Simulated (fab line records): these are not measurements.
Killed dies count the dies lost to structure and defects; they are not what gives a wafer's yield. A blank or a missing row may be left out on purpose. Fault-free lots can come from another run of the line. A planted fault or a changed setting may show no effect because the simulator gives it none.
Comparing a struck lot with a sound one / flow gf180mcu / 14 steps out of a route of 602
Sound: the wafers L570.1, L570.4, L570.6. Struck: wafers L579.3, L579.5. (L579.2 of the same lot was not struck and is left out.) The cause comes at the end.
At each step with rows: each side's tool, then ch and its chambers, then its first start. Under that, the readings that differ: sound wafers / struck wafers / difference of the means / sigmas: that difference in standard deviations of wafers without a fault.
alike: a reading whose means differ by less than 2 such deviations, as well as words and numbers matching on both sides. not compared: withheld readings; readings where some wafer has no value; bounds like >300 that might hide an equal value; numbers whose values overlap and for which the record gives no deviation.
The two part at a step that has a row with sigmas, a row that says differs or no value, or rows on one side only. When numbers do not overlap yet have no deviation, they are printed without sigmas and do not part them. Lack of a reading on every wafer of one side parts them only where that side has two or more wafers.

GF_V4_OVL_MEAS_15:
  sound: overlay-01 at day 25 02:15; struck: overlay-02 at day 27 06:46
  alike: V4_OVL
then, 1 step without rows for these wafers: GF_V4_ETCH_16 (etches BARC in N2/H2).
GF_V4_ETCH_17: etches SiO2 in C4F8/O2/Ar, stops on TiN, target depth 630 nm.
  sound: rie diel-03 ch 0,2; struck: rie diel-04 ch 1,3
  alike: oes product au
GF_V4_STRIP_18: strips in O2/N2.
  sound on plasma asher-01 ch 0,1, day 25 02:25; struck on plasma asher-01 ch 1, day 27 06:55
  alike: drypump motor current A, heater power w, oes product au
  not compared: rf hours counter h
then, 2 steps without rows for these wafers: GF_V4_STRIP_19 (strips in post etch residue remover, time 1200 s); GF_V4_CLEAN_20 (cleans in DIW).
GF_V4_SPUTTER_21: material Ti, target thk 15 nm, time 80.02 s.
  sound: pvd sputter-01 at day 25 02:57; struck: pvd sputter-03 at day 27 07:28
  alike: throttle valve pct
then, 1 step without rows for these wafers: GF_V4_SPUTTER_22 (material TiN, target thk 10 nm, time 40 s).
GF_V4_CVD_23: deposits W, target thk 350 nm, time 104.9 s.
  sound on cvd w-02 ch 0,1, day 25 03:03; struck on cvd w-02 ch 0,1, day 27 07:34
  alike: heater power w
GF_V4_RS_MEAS_24: uses a four-point probe to measure.
  sound: film metro-01 at day 25 03:10; struck: film metro-01 at day 27 07:41
  alike: V4_W_RS
GF_V4_THK_MEAS_25: measures by xrf.
  sound: film metro-01 at day 25 03:17; struck: film metro-01 at day 27 07:48
  alike: V4_W_THK
GF_V4_CMP_26: polishes, stops on SiO2, t overpolish 15 s, target thk 0 nm.
  sound on cmp-02 ch 0,1,3, day 25 03:56; struck on cmp-02 ch 0,1, day 27 07:54
  alike: motor current A, overpolish run s, time to endpoint s
GF_MIM_SPUTTER_00: material Ti, target thk 37.5 nm, time 150 s.
  sound: pvd sputter-03 at day 25 04:08; struck: pvd sputter-01 at day 27 08:09
reading=model.Ti_of_MIM_SPUTTER_00.thk nm (nm); sound=38.23 38.51 37.98; struck=53.9 53.96; difference=+15.7; sigmas=
  alike: throttle valve pct
then, 1 step without rows for these wafers: GF_MIM_SPUTTER_01 (material TiN, target thk 30 nm, time 25 s).

## WHERE THEY PART
Nowhere in this record.

WHY: what had been put in by the simulator
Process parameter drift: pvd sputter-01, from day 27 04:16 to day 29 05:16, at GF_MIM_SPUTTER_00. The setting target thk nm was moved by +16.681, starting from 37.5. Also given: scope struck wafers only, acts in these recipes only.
